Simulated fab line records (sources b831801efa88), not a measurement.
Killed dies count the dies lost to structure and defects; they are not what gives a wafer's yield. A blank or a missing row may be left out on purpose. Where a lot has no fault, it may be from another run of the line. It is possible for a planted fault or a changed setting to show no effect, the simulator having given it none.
fab line records | flow gf180mcu | part 1 of 2: steps 1 to 24 of 33
[record] lots = 5 | wafers = 15 | last_day = 34
route steps=602 shown V1@341 M2@362
lots untouched by any fault: they come from a run of this same line in which no faults occurred
start_h: start of the lot's first displayed wafer, in hours after the record's first day | wait_h: hours since the lot's step before | " same as the row above | L1.1+2: one row covering several wafers at once | - value missing, or start not given | * or withheld: withheld | < > ~ a bound
route shown NAME@n: names a module that has steps shown in the file, with the first one's number in the route | usual: the fault-free wafers' mean and standard deviation | same: alike in all rows | chamber/n: place in a boat | sites: the reading at each site | _std_site: how widely they spread, as a standard deviation | _edge_site: mean of outer sites minus mean of inner sites | radius_mm: how far each site lies from the wafer's centre | mask NAME#n: copy n | behind: the tool/chamber that last shaped the wafer | hold: the reason the lot was held/the length of the hold in hours/how it ended | device: the transistor (n, p or np) that didn't switch | end of line: tests of these same wafers at the route's end | a step without rows: its recipe alone | killed: count of dies lost to structure and defects at first sort (not the wafer's yield) | map: a wafer's dies, x killed, . not, _ none there
set.NAME: the run value of the setting; set.NAME@STEP: its run value at that earlier step | model.NAME: the simulator's own value behind a step, which no gauge read
a table for each step, a row for each wafer; lots at some steps of the route
services: a tool's chamber out of use, with start hour (start_h, from the record's first day; less than 0 if before it), hours out, and reason
[[steps]]
[step GF_V1_DEHYDRATE_06]
[recipe] temp_c = 200 | time_s = 60
[usual] chill_plate_temp_C = 23.03/0.11 | exhaust_pa = 45.1/0.93 | heater_power_total_W = 160.37/0.13
lot.wafer | tool           | chamber | start_h | wait_h | chill_plate_temp_C | exhaust_pa | heater_power_total_W
L077.3    | litho_track-04 | 0       | 423.20  | 11.4   | 22.84              | 44.9       | 160.36
L077.4    | "              | 0       | "       | "      | 22.94              | 45.0       | 160.30
L077.6    | "              | 0       | "       | "      | 22.96              | 45.5       | 160.49
L080.1    | litho_track-01 | 0       | 456.51  | 12.0   | 23.05              | 45.4       | 160.36
L080.2    | "              | 0       | "       | "      | 22.80              | 45.6       | 160.16
L080.3    | "              | 0       | "       | "      | 22.96              | 44.7       | 160.40
L087.1    | litho_track-04 | 0       | 520.75  | 11.0   | 23.09              | 47.4       | 160.40
L087.4    | "              | 0       | "       | "      | 23.12              | 45.9       | 160.33
L087.6    | "              | 0       | "       | "      | 23.09              | 47.5       | 160.34
L092.3    | litho_track-01 | 0       | 563.75  | 10.1   | 23.15              | 44.3       | 160.58
L092.5    | "              | 0       | "       | "      | 22.94              | 44.6       | 160.56
L092.6    | "              | 0       | "       | "      | 23.15              | 44.8       | 160.48
L096.3    | litho_track-02 | 0       | 588.35  | 9.6    | 22.92              | 45.2       | 160.36
L096.4    | "              | 0       | "       | "      | 23.04              | 44.1       | 160.44
L096.5    | "              | 0       | "       | "      | 23.16              | 43.8       | 160.21
[step GF_V1_HMDS_07]
[recipe] prime_time_s = 60 | prime_temp_c = 120
[usual] chill_plate_temp_C = 23.01/0.12 | exhaust_pa = 44.9/0.99 | prime_temp_c = 119.99/0.14
lot.wafer | tool           | chamber | start_h | wait_h | chill_plate_temp_C | exhaust_pa | prime_temp_c
L077.3    | litho_track-04 | 0       | 423.35  | 0.1    | 23.08              | 46.5       | 120.16
L077.4    | "              | 0       | "       | "      | 23.07              | 46.0       | 120.08
L077.6    | "              | 0       | "       | "      | 23.06              | 44.5       | 120.18
L080.1    | litho_track-01 | 0       | 456.66  | 0.1    | 22.92              | 45.9       | 120.06
L080.2    | "              | 0       | "       | "      | 22.96              | 44.5       | 120.01
L080.3    | "              | 0       | "       | "      | 22.94              | 44.0       | 119.91
L087.1    | litho_track-04 | 0       | 520.90  | 0.1    | 22.96              | 45.0       | 120.07
L087.4    | "              | 0       | "       | "      | 23.00              | 46.4       | 120.00
L087.6    | "              | 0       | "       | "      | 23.05              | 45.4       | 120.07
L092.3    | litho_track-01 | 0       | 563.90  | 0.1    | 22.79              | 42.4       | 120.33
L092.5    | "              | 0       | "       | "      | 22.84              | 43.2       | 120.27
L092.6    | "              | 0       | "       | "      | 22.80              | 44.1       | 120.21
L096.3    | litho_track-02 | 0       | 588.50  | 0.1    | 23.01              | 44.6       | 119.76
L096.4    | "              | 0       | "       | "      | 22.96              | 46.2       | 119.94
L096.5    | "              | 0       | "       | "      | 23.16              | 45.4       | 119.82
[step GF_V1_COAT_08]
[recipe] resist = BARC | temp_c = withheld | time_s = withheld | spin_rpm = withheld | resist_thk_nm = withheld
[usual] chill_plate_temp_C = * | exhaust_pa = 44.7/0.85
lot.wafer | tool           | chamber | start_h | wait_h | chill_plate_temp_C | exhaust_pa
L077.3    | litho_track-04 | 0       | 423.50  | 0.1    | *                  | 44.6
L077.4    | "              | 0       | "       | "      | *                  | 45.2
L077.6    | "              | 0       | "       | "      | *                  | 45.4
L080.1    | litho_track-01 | 0       | 456.81  | 0.1    | *                  | 44.0
L080.2    | "              | 0       | "       | "      | *                  | 46.2
L080.3    | "              | 0       | "       | "      | *                  | 45.9
L087.1    | litho_track-04 | 0       | 521.05  | 0.1    | *                  | 44.4
L087.4    | "              | 0       | "       | "      | *                  | 45.1
L087.6    | "              | 0       | "       | "      | *                  | 44.9
L092.3    | litho_track-01 | 0       | 564.05  | 0.1    | *                  | 45.8
L092.5    | "              | 0       | "       | "      | *                  | 45.3
L092.6    | "              | 0       | "       | "      | *                  | 45.5
L096.3    | litho_track-02 | 0       | 588.65  | 0.1    | *                  | 46.2
L096.4    | "              | 0       | "       | "      | *                  | 45.4
L096.5    | "              | 0       | "       | "      | *                  | 46.3
[step GF_V1_COAT_09]
[recipe] resist = KrF | spin_rpm = withheld | resist_thk_nm = 1000
[usual] chill_plate_temp_C = 22.98/0.11 | exhaust_pa = 45.2/0.93
lot.wafer | tool           | chamber | start_h | wait_h | chill_plate_temp_C | exhaust_pa
L077.3    | litho_track-04 | 0       | -       | -      | 22.83              | 45.8
L077.4    | "              | 0       | "       | "      | 22.84              | 45.3
L077.6    | "              | 0       | "       | "      | 22.88              | 46.3
L080.1    | litho_track-01 | 0       | -       | -      | 23.04              | 45.0
L080.2    | "              | 0       | "       | "      | 23.17              | 44.7
L080.3    | "              | 0       | "       | "      | 23.08              | 45.3
L087.1    | litho_track-04 | 0       | -       | -      | 22.94              | 45.4
L087.4    | "              | 0       | "       | "      | 23.22              | 46.5
L087.6    | "              | 0       | "       | "      | 23.05              | 46.6
L092.3    | litho_track-01 | 0       | -       | -      | 23.10              | 46.7
L092.5    | "              | 0       | "       | "      | 22.93              | 45.5
L092.6    | "              | 0       | "       | "      | 22.99              | 45.4
L096.3    | litho_track-02 | 0       | -       | -      | 22.88              | 45.4
L096.4    | "              | 0       | "       | "      | 22.90              | 45.4
L096.5    | "              | 0       | "       | "      | 22.84              | 44.8
[step GF_V1_SOFTBAKE_10]
[recipe] temp_c = 130 | time_s = 60 | resist = KrF
[usual] chill_plate_temp_C = 23.02/0.12 | exhaust_pa = 45.0/0.83 | heater_power_total_W = 93.06/0.057
lot.wafer | tool           | chamber | start_h | wait_h | chill_plate_temp_C | exhaust_pa | heater_power_total_W
L077.3    | litho_track-04 | 0       | -       | -      | 22.97              | 46.3       | 93.18
L077.4    | "              | 0       | "       | "      | 22.97              | 45.8       | 92.99
L077.6    | "              | 0       | "       | "      | 23.12              | 46.3       | 93.14
L080.1    | litho_track-01 | 0       | -       | -      | 23.31              | 45.9       | 93.07
L080.2    | "              | 0       | "       | "      | 23.03              | 46.0       | 93.07
L080.3    | "              | 0       | "       | "      | 23.03              | 45.1       | 93.05
L087.1    | litho_track-04 | 0       | -       | -      | 23.06              | 44.7       | 92.95
L087.4    | "              | 0       | "       | "      | 22.97              | 44.7       | 93.07
L087.6    | "              | 0       | "       | "      | 23.32              | 45.7       | 93.11
L092.3    | litho_track-01 | 0       | -       | -      | 22.98              | 45.5       | 92.96
L092.5    | "              | 0       | "       | "      | 23.06              | 44.9       | 93.16
L092.6    | "              | 0       | "       | "      | 23.03              | 44.5       | 93.07
L096.3    | litho_track-02 | 0       | -       | -      | 23.04              | 45.8       | 92.95
L096.4    | "              | 0       | "       | "      | 22.95              | 45.2       | 93.03
L096.5    | "              | 0       | "       | "      | 22.80              | 45.2       | 93.07
[step GF_V1_EXPOSE_11]
[recipe] mask_id = Via1 | target_cd_nm = 260 | na = 0.68 | source_shape = conventional | sigma_outer = 0.6 | dose_mj = 38
lot.wafer  | tool           | chamber | start_h | wait_h | mask
L077.3+4+6 | krf_scanner-01 | 0       | -       | -      | Via1#0
L080.1+2+3 | krf_scanner-02 | 0       | -       | -      | Via1#0
L087.1+4+6 | krf_scanner-02 | 0       | -       | -      | Via1#0
L092.3+5+6 | krf_scanner-02 | 0       | -       | -      | Via1#0
L096.3+4+5 | krf_scanner-02 | 0       | -       | -      | Via1#0
[step GF_V1_PEB_12]
[recipe] peb_temp_c = 135 | peb_time_s = 90 | resist = KrF
[usual] chill_plate_temp_C = 23.03/0.11 | exhaust_pa = 45.1/0.87 | heater_power_total_W = 85.71/0.087
lot.wafer | tool           | chamber | start_h | wait_h | chill_plate_temp_C | exhaust_pa | heater_power_total_W
L077.3    | litho_track-04 | 0       | -       | -      | 23.00              | 45.0       | 85.77
L077.4    | "              | 0       | "       | "      | 22.95              | 45.2       | 85.74
L077.6    | "              | 0       | "       | "      | 23.12              | 42.7       | 85.74
L080.1    | litho_track-02 | 0       | -       | -      | 22.86              | 44.4       | 85.78
L080.2    | "              | 0       | "       | "      | 22.88              | 43.7       | 85.76
L080.3    | "              | 0       | "       | "      | 22.95              | 44.5       | 85.85
L087.1    | litho_track-02 | 0       | -       | -      | 23.12              | 45.2       | 85.81
L087.4    | "              | 0       | "       | "      | 23.07              | 45.6       | 85.65
L087.6    | "              | 0       | "       | "      | 23.06              | 44.4       | 85.61
L092.3    | litho_track-02 | 0       | -       | -      | 23.09              | 44.6       | 85.87
L092.5    | "              | 0       | "       | "      | 22.92              | 46.0       | 85.82
L092.6    | "              | 0       | "       | "      | 22.97              | 45.0       | 85.80
L096.3    | litho_track-01 | 0       | -       | -      | 22.88              | 44.7       | 85.55
L096.4    | "              | 0       | "       | "      | 23.16              | 44.8       | 85.70
L096.5    | "              | 0       | "       | "      | 22.84              | 45.2       | 85.60
[step GF_V1_DEVELOP_13]
[recipe] develop_time_s = 60 | resist = KrF | dev_temp_c = 21
[usual] chill_plate_temp_C = 22.99/0.093 | exhaust_pa = 45.2/0.97
lot.wafer | tool           | chamber | start_h | wait_h | chill_plate_temp_C | exhaust_pa
L077.3    | litho_track-04 | 0       | 435.35  | 0.1    | 23.09              | 43.1
L077.4    | "              | 0       | "       | "      | 22.94              | 44.9
L077.6    | "              | 0       | "       | "      | 22.91              | 42.3
L080.1    | litho_track-02 | 0       | 468.46  | 0.2    | 22.91              | 45.3
L080.2    | "              | 0       | "       | "      | 23.01              | 45.7
L080.3    | "              | 0       | "       | "      | 23.06              | 45.0
L087.1    | litho_track-02 | 0       | 532.26  | 0.2    | 23.16              | 45.0
L087.4    | "              | 0       | "       | "      | 23.02              | 45.6
L087.6    | "              | 0       | "       | "      | 22.89              | 45.7
L092.3    | litho_track-02 | 0       | 575.50  | 0.1    | 23.11              | 45.4
L092.5    | "              | 0       | "       | "      | 22.93              | 44.3
L092.6    | "              | 0       | "       | "      | 23.18              | 44.7
L096.3    | litho_track-01 | 0       | 600.00  | 0.1    | 23.19              | 45.6
L096.4    | "              | 0       | "       | "      | 23.03              | 44.0
L096.5    | "              | 0       | "       | "      | 22.83              | 44.5
[step GF_V1_CD_MEAS_14]
[recipe] target_cd_nm = 260
[usual] cd_nm = 259.7/1.4
lot.wafer | tool      | chamber | start_h | wait_h | cd_nm
L077.3    | cd_sem-01 | -       | 435.49  | 0.1    | 260.6
L077.4    | "         | -       | "       | "      | 260.5
L077.6    | "         | -       | "       | "      | 261.0
L080.1    | cd_sem-02 | -       | 468.61  | 0.1    | 258.7
L080.2    | "         | -       | "       | "      | 258.9
L080.3    | "         | -       | "       | "      | 258.2
L087.1    | cd_sem-01 | -       | 532.41  | 0.1    | 258.7
L087.4    | "         | -       | "       | "      | 259.3
L087.6    | "         | -       | "       | "      | 258.5
L092.3    | cd_sem-01 | -       | 575.64  | 0.1    | 259.6
L092.5    | "         | -       | "       | "      | 259.6
L092.6    | "         | -       | "       | "      | 259.3
L096.3    | cd_sem-01 | -       | 600.14  | 0.1    | 258.3
L096.4    | "         | -       | "       | "      | 259.2
L096.5    | "         | -       | "       | "      | 259.1
[step GF_V1_OVL_MEAS_15]
[usual] V1_OVL = 1/5.3
lot.wafer | tool       | chamber | start_h | wait_h | V1_OVL[nm]
L077.3    | overlay-01 | -       | 435.58  | 0.1    | -6
L077.4    | "          | -       | "       | "      | -5
L077.6    | "          | -       | "       | "      | -2
L080.1    | overlay-02 | -       | 468.73  | 0.1    | 3
L080.2    | "          | -       | "       | "      | 7
L080.3    | "          | -       | "       | "      | 4
L087.1    | overlay-01 | -       | 532.53  | 0.1    | -4
L087.4    | "          | -       | "       | "      | -8
L087.6    | "          | -       | "       | "      | -2
L092.3    | overlay-01 | -       | 575.74  | 0.1    | 12
L092.5    | "          | -       | "       | "      | 9
L092.6    | "          | -       | "       | "      | 5
L096.3    | overlay-01 | -       | 600.23  | 0.1    | 4
L096.4    | "          | -       | "       | "      | 3
L096.5    | "          | -       | "       | "      | 6
[step GF_V1_ETCH_16]
[recipe] chemistry = N2/H2 | target_depth_a = withheld | overetch_a = withheld | time_s = withheld | target = BARC | ion_energy_ev = 200 | source_w = 500 | bias_w = 100 | pressure_mtorr = 30 | n2_flow_sccm = 100 | h2_flow_sccm = 200
[usual] drypump_motor_current_A = 5.6/0.53 | oes_product_au = 0.854/0.0044 | throttle_valve_pct = 13.225/0.0095
lot.wafer | tool        | chamber | start_h | wait_h | drypump_motor_current_A | oes_product_au | throttle_valve_pct
L077.3    | rie_diel-01 | 1       | 435.61  | 0.0    | 4.8                     | 0.850          | 13.219
L077.4    | "           | 3       | "       | "      | 6.4                     | 0.850          | 13.231
L077.6    | "           | 1       | "       | "      | 4.8                     | 0.853          | 13.228
L080.1    | rie_diel-04 | 1       | 468.76  | 0.0    | 5.6                     | 0.853          | 13.236
L080.2    | "           | 3       | "       | "      | 5.3                     | 0.853          | 13.204
L080.3    | "           | 0       | "       | "      | 5.6                     | 0.867          | 13.218
L087.1    | rie_diel-01 | 1       | 532.56  | 0.0    | 4.8                     | 0.852          | 13.217
L087.4    | "           | 3       | "       | "      | 6.4                     | 0.850          | 13.236
L087.6    | "           | 1       | "       | "      | 4.9                     | 0.848          | 13.235
L092.3    | rie_diel-01 | 1       | 575.76  | 0.0    | 4.8                     | 0.858          | 13.217
L092.5    | "           | 1       | "       | "      | 4.8                     | 0.848          | 13.223
L092.6    | "           | 2       | "       | "      | 6.5                     | 0.857          | 13.230
L096.3    | rie_diel-03 | 3       | 600.26  | 0.0    | 5.9                     | 0.847          | 13.226
L096.4    | "           | 0       | "       | "      | 6.0                     | 0.857          | 13.218
L096.5    | "           | 3       | "       | "      | 6.0                     | 0.857          | 13.224
[step GF_V1_ETCH_17]
[recipe] chemistry = C4F8/O2/Ar | mask_material = KrF | target = SiO2 | stop_on = TiN | source_w = 1500 | bias_w = 1200 | pressure_mtorr = 40 | c4f8_flow_sccm = withheld | O2_flow_sccm = 6 | Ar_flow_sccm = 300 | time_s = withheld | target_depth_a = 6300
[usual] oes_product_au = 0.856/0.0051
lot.wafer | tool        | chamber | start_h | wait_h | oes_product_au
L077.3    | rie_diel-01 | 1       | -       | -      | 0.853
L077.4    | "           | 3       | "       | "      | 0.854
L077.6    | "           | 1       | "       | "      | 0.852
L080.1    | rie_diel-04 | 1       | -       | -      | 0.858
L080.2    | "           | 3       | "       | "      | 0.857
L080.3    | "           | 0       | "       | "      | 0.860
L087.1    | rie_diel-01 | 1       | -       | -      | 0.858
L087.4    | "           | 3       | "       | "      | 0.864
L087.6    | "           | 1       | "       | "      | 0.855
L092.3    | rie_diel-01 | 1       | -       | -      | 0.849
L092.5    | "           | 1       | "       | "      | 0.867
L092.6    | "           | 2       | "       | "      | 0.856
L096.3    | rie_diel-03 | 3       | -       | -      | 0.841
L096.4    | "           | 0       | "       | "      | 0.854
L096.5    | "           | 3       | "       | "      | 0.852
[step GF_V1_STRIP_18]
[recipe] chemistry = O2/N2 | power_w = 1400 | pressure_mtorr = 1500 | platen_temp_c = 250 | o2_flow_sccm = 3000 | n2_flow_sccm = 300 | overash_fraction = 0.5
[usual] drypump_motor_current_A = 5.8/0.5 | heater_power_w = 344/27 | oes_product_au = 0.592/0.005
lot.wafer | tool            | chamber | start_h | wait_h | drypump_motor_current_A | heater_power_w | oes_product_au | rf_hours_counter_h
L077.3    | plasma_asher-03 | 0       | 435.77  | -      | 6.3                     | 350            | 0.591          | -
L077.4    | "               | 1       | "       | "      | 5.6                     | 359            | 0.595          | -
L077.6    | "               | 0       | "       | "      | 6.4                     | 351            | 0.589          | -
L080.1    | plasma_asher-04 | 1       | 468.89  | -      | 5.1                     | 328            | 0.582          | 66
L080.2    | "               | 0       | "       | "      | 5.8                     | 356            | 0.596          | 66
L080.3    | "               | 1       | "       | "      | 5.1                     | 320            | 0.595          | -
L087.1    | plasma_asher-04 | 1       | 532.69  | -      | 5.1                     | 319            | 0.588          | 73
L087.4    | "               | 1       | "       | "      | 5.1                     | 326            | 0.596          | -
L087.6    | "               | 1       | "       | "      | 5.0                     | 325            | 0.594          | -
L092.3    | plasma_asher-04 | 0       | 575.92  | -      | 5.8                     | 349            | 0.593          | -
L092.5    | "               | 0       | "       | "      | 5.8                     | 352            | 0.593          | -
L092.6    | "               | 1       | "       | "      | 5.1                     | 332            | 0.600          | -
L096.3    | plasma_asher-04 | 1       | 600.42  | -      | 5.1                     | 331            | 0.593          | -
L096.4    | "               | 0       | "       | "      | 5.8                     | 352            | 0.589          | -
L096.5    | "               | 1       | "       | "      | 5.1                     | 326            | 0.585          | -
[step GF_V1_STRIP_19]
[recipe] chemistry = post_etch_residue_remover | time_s = 1200 | temp_c = 72.5
lot.wafer  | tool         | chamber | start_h | wait_h
L077.3+4+6 | wet_bench-01 | 3       | 435.84  | 0.0
L080.1+2+3 | wet_bench-03 | 1       | 468.99  | 0.1
L087.1+4+6 | wet_bench-04 | 3       | 532.79  | 0.1
L092.3+5+6 | wet_bench-03 | 1       | 575.99  | 0.0
L096.3+4+5 | wet_bench-04 | 1       | 600.49  | 0.0
[step GF_V1_CLEAN_20]
[recipe] chemistry = DIW | dry = n2_spin
lot.wafer  | tool         | chamber | start_h | wait_h
L077.3+4+6 | wet_bench-03 | 2       | 436.52  | 0.0
L080.1+2+3 | wet_bench-04 | 1       | 469.33  | 0.0
L087.1+4+6 | wet_bench-01 | 3       | 533.13  | 0.0
L092.3+5+6 | wet_bench-01 | 2       | 576.36  | 0.0
L096.3+4+5 | wet_bench-03 | 0       | 600.83  | 0.0
[step GF_V1_SPUTTER_21]
[recipe] material = Ti | target_thk_nm = 15 | chamber_pressure_pa = 5 | power_w = 2500 | substrate_temp_c = 200 | time_s = 80.02
[usual] throttle_valve_pct = 30.4/0.81
lot.wafer | tool           | chamber | start_h | wait_h | throttle_valve_pct
L077.3    | pvd_sputter-02 | -       | 436.61  | 0.0    | 31.9
L077.4    | "              | -       | "       | "      | 30.5
L077.6    | "              | -       | "       | "      | 29.8
L080.1    | pvd_sputter-02 | -       | 469.42  | 0.0    | 29.5
L080.2    | "              | -       | "       | "      | 32.1
L080.3    | "              | -       | "       | "      | 30.4
L087.1    | pvd_sputter-02 | -       | 533.22  | 0.0    | 32.0
L087.4    | "              | -       | "       | "      | 29.4
L087.6    | "              | -       | "       | "      | 30.8
L092.3    | pvd_sputter-02 | -       | 576.45  | 0.0    | 31.8
L092.5    | "              | -       | "       | "      | 29.8
L092.6    | "              | -       | "       | "      | 30.8
L096.3    | pvd_sputter-03 | -       | 600.92  | 0.0    | 30.1
L096.4    | "              | -       | "       | "      | 30.9
L096.5    | "              | -       | "       | "      | 29.7
[step GF_V1_SPUTTER_22]
[recipe] material = TiN | target_thk_nm = 10 | chamber_pressure_pa = 5 | power_w = 4000 | time_s = 40
[usual] throttle_valve_pct = 30.4/0.78
lot.wafer | tool           | chamber | start_h | wait_h | throttle_valve_pct
L077.3    | pvd_sputter-02 | -       | 436.67  | 0.0    | 31.6
L077.4    | "              | -       | "       | "      | 30.5
L077.6    | "              | -       | "       | "      | 29.7
L080.1    | pvd_sputter-02 | -       | 469.49  | 0.0    | 29.8
L080.2    | "              | -       | "       | "      | 31.8
L080.3    | "              | -       | "       | "      | 30.6
L087.1    | pvd_sputter-02 | -       | 533.28  | 0.0    | 32.1
L087.4    | "              | -       | "       | "      | 29.8
L087.6    | "              | -       | "       | "      | 30.7
L092.3    | pvd_sputter-02 | -       | 576.52  | 0.0    | 32.1
L092.5    | "              | -       | "       | "      | 29.6
L092.6    | "              | -       | "       | "      | 31.0
L096.3    | pvd_sputter-03 | -       | 600.98  | 0.0    | 30.1
L096.4    | "              | -       | "       | "      | 30.8
L096.5    | "              | -       | "       | "      | 29.6
[step GF_V1_CVD_23]
[recipe] material = W | target_thk_nm = 350 | time_s = 105.05 | temp_c = 400 | pressure_torr = 40
[usual] heater_power_w = 918/75
lot.wafer | tool     | chamber | start_h | wait_h | heater_power_w
L077.3    | cvd_w-01 | 0       | 436.75  | 0.1    | 845
L077.4    | "        | 1       | "       | "      | 979
L077.6    | "        | 0       | "       | "      | 848
L080.1    | cvd_w-01 | 0       | 469.52  | 0.0    | 817
L080.2    | "        | 1       | "       | "      | 991
L080.3    | "        | 0       | "       | "      | 813
L087.1    | cvd_w-02 | 1       | 533.32  | 0.0    | 964
L087.4    | "        | 1       | "       | "      | 965
L087.6    | "        | 1       | "       | "      | 965
L092.3    | cvd_w-01 | 0       | 576.59  | 0.1    | 853
L092.5    | "        | 0       | "       | "      | 832
L092.6    | "        | 1       | "       | "      | 1019
L096.3    | cvd_w-01 | 1       | 601.06  | 0.1    | 1010
L096.4    | "        | 0       | "       | "      | 818
L096.5    | "        | 0       | "       | "      | 840
[step GF_V1_RS_MEAS_24]
[recipe] thk_meas_gauge = four-point-probe | reads = W_of_V1_CVD_23+TiN_of_V1_SPUTTER_22+Ti_of_V1_SPUTTER_21
[usual] V1_W_RS = 0.328/0.0031
lot.wafer | tool          | chamber | start_h | wait_h | V1_W_RS[ohm/sq]
L077.3    | film_metro-02 | -       | 436.86  | 0.1    | 0.328
L077.4    | "             | -       | "       | "      | 0.333
L077.6    | "             | -       | "       | "      | 0.331
L080.1    | film_metro-04 | -       | 469.64  | 0.1    | 0.326
L080.2    | "             | -       | "       | "      | 0.324
L080.3    | "             | -       | "       | "      | 0.323
L087.1    | film_metro-03 | -       | 533.44  | 0.1    | 0.331
L087.4    | "             | -       | "       | "      | 0.332
L087.6    | "             | -       | "       | "      | 0.330
L092.3    | film_metro-04 | -       | 576.73  | 0.1    | 0.328
L092.5    | "             | -       | "       | "      | 0.325
L092.6    | "             | -       | "       | "      | 0.322
L096.3    | film_metro-02 | -       | 601.17  | 0.1    | 0.327
L096.4    | "             | -       | "       | "      | 0.329
L096.5    | "             | -       | "       | "      | 0.326
[step GF_V1_THK_MEAS_25]
[recipe] thk_meas_gauge = xrf | reads = W_of_V1_CVD_23
[usual] V1_W_THK = 354/4.5
lot.wafer | tool          | chamber | start_h | wait_h | V1_W_THK[nm]
L077.3    | film_metro-02 | -       | 436.96  | 0.1    | 355
L077.4    | "             | -       | "       | "      | 349
L077.6    | "             | -       | "       | "      | 349
L080.1    | film_metro-04 | -       | 469.76  | 0.1    | 355
L080.2    | "             | -       | "       | "      | 359
L080.3    | "             | -       | "       | "      | 360
L087.1    | film_metro-03 | -       | 533.56  | 0.1    | 350
L087.4    | "             | -       | "       | "      | 348
L087.6    | "             | -       | "       | "      | 349
L092.3    | film_metro-04 | -       | 576.83  | 0.1    | 355
L092.5    | "             | -       | "       | "      | 358
L092.6    | "             | -       | "       | "      | 360
L096.3    | film_metro-02 | -       | 601.27  | 0.1    | 357
L096.4    | "             | -       | "       | "      | 352
L096.5    | "             | -       | "       | "      | 357
[step GF_V1_CMP_26]
[recipe] stop_on = SiO2 | down_force_psi = 3.5 | platen_rpm = 60 | t_overpolish_s = 15 | target_thk_nm = 0 | pad_velocity_m_s = 0.94248
[usual] motor_current_A = 10.8/1 | overpolish_run_s = 15.000/0.0094 | time_to_endpoint_s = 84/3.5
lot.wafer | tool   | chamber | start_h | wait_h | motor_current_A | overpolish_run_s | time_to_endpoint_s
L077.3    | cmp-02 | 1       | 437.00  | 0.0    | 12.4            | 15.012           | 85
L077.4    | "      | 3       | "       | "      | 10.7            | 14.992           | 80
L077.6    | "      | 1       | "       | "      | 13.0            | 15.001           | 78
L080.2    | cmp-01 | 3       | 469.87  | 0.1    | 9.5             | 15.005           | 86
L080.1    | "      | 0       | "       | "      | 12.4            | 14.990           | 88
L080.3    | "      | 1       | "       | "      | 10.1            | 14.999           | 86
L087.4    | cmp-02 | 3       | 533.67  | 0.1    | 11.0            | 15.007           | 83
L087.1    | "      | 0       | "       | "      | 11.5            | 15.006           | 84
L087.6    | "      | 2       | "       | "      | 10.4            | 15.015           | 83
L092.3    | cmp-02 | 3       | 576.92  | 0.1    | 10.9            | 15.005           | 90
L092.6    | "      | 2       | "       | "      | 11.0            | 14.997           | 94
L092.5    | "      | 3       | "       | "      | 11.0            | 15.003           | 91
L096.4    | cmp-01 | 3       | 601.31  | 0.0    | 9.5             | 14.989           | 81
L096.3    | "      | 1       | "       | "      | 9.9             | 15.000           | 83
L096.5    | "      | 0       | "       | "      | 11.3            | 14.998           | 81
[step GF_M2_SPUTTER_00]
[recipe] material = Ti | target_thk_nm = 37.5 | arriving_ion_energy_ev = 80 | substrate_temp_c = 200 | chamber_pressure_pa = 2 | power_w = 4000 | time_s = 150
[usual] throttle_valve_pct = 29.7/0.99
lot.wafer | tool           | chamber | start_h | wait_h | throttle_valve_pct
L077.3    | pvd_sputter-03 | -       | 437.30  | 0.2    | 30.1
L077.4    | "              | -       | "       | "      | 30.1
L077.6    | "              | -       | "       | "      | 30.2
L080.1    | pvd_sputter-01 | -       | 470.12  | 0.1    | 28.9
L080.2    | "              | -       | "       | "      | 29.8
L080.3    | "              | -       | "       | "      | 29.5
L087.1    | pvd_sputter-04 | -       | 533.92  | 0.1    | 28.4
L087.4    | "              | -       | "       | "      | 27.4
L087.6    | "              | -       | "       | "      | 28.5
L092.3    | pvd_sputter-04 | -       | 577.17  | 0.2    | 30.4
L092.5    | "              | -       | "       | "      | 28.6
L092.6    | "              | -       | "       | "      | 30.4
L096.3    | pvd_sputter-01 | -       | 601.61  | 0.1    | 29.6
L096.4    | "              | -       | "       | "      | 28.7
L096.5    | "              | -       | "       | "      | 29.4
[step GF_M2_SPUTTER_01]
[recipe] material = TiN | target_thk_nm = 30 | power_w = 6500 | time_s = 25 | chamber_pressure_pa = 0.4
[usual] throttle_valve_pct = 29.6/0.93
lot.wafer | tool           | chamber | start_h | wait_h | throttle_valve_pct
L077.3    | pvd_sputter-03 | -       | 437.42  | 0.1    | 30.0
L077.4    | "              | -       | "       | "      | 30.0
L077.6    | "              | -       | "       | "      | 29.9
L080.1    | pvd_sputter-01 | -       | 470.22  | 0.1    | 29.2
L080.2    | "              | -       | "       | "      | 29.5
L080.3    | "              | -       | "       | "      | 29.3
L087.1    | pvd_sputter-04 | -       | 534.02  | 0.1    | 28.6
L087.4    | "              | -       | "       | "      | 27.5
L087.6    | "              | -       | "       | "      | 28.3
L092.3    | pvd_sputter-04 | -       | 577.27  | 0.1    | 30.1
L092.5    | "              | -       | "       | "      | 28.4
L092.6    | "              | -       | "       | "      | 30.0
L096.3    | pvd_sputter-01 | -       | 601.71  | 0.1    | 29.6
L096.4    | "              | -       | "       | "      | 29.3
L096.5    | "              | -       | "       | "      | 29.5
[step GF_M2_SPUTTER_02]
[recipe] material = AlCu | target_thk_nm = 450 | power_w = 10600 | time_s = 23.9 | chamber_pressure_pa = 0.4
[usual] throttle_valve_pct = 29.6/0.95
lot.wafer | tool           | chamber | start_h | wait_h | throttle_valve_pct
L077.3    | pvd_sputter-03 | -       | 437.45  | 0.0    | 30.0
L077.4    | "              | -       | "       | "      | 30.3
L077.6    | "              | -       | "       | "      | 30.2
L080.1    | pvd_sputter-01 | -       | 470.25  | 0.0    | 29.1
L080.2    | "              | -       | "       | "      | 29.6
L080.3    | "              | -       | "       | "      | 29.4
L087.1    | pvd_sputter-04 | -       | 534.05  | 0.0    | 28.4
L087.4    | "              | -       | "       | "      | 27.6
L087.6    | "              | -       | "       | "      | 28.6
L092.3    | pvd_sputter-04 | -       | 577.30  | 0.0    | 30.2
L092.5    | "              | -       | "       | "      | 28.0
L092.6    | "              | -       | "       | "      | 30.0
L096.3    | pvd_sputter-01 | -       | 601.74  | 0.0    | 29.8
L096.4    | "              | -       | "       | "      | 29.0
L096.5    | "              | -       | "       | "      | 29.5
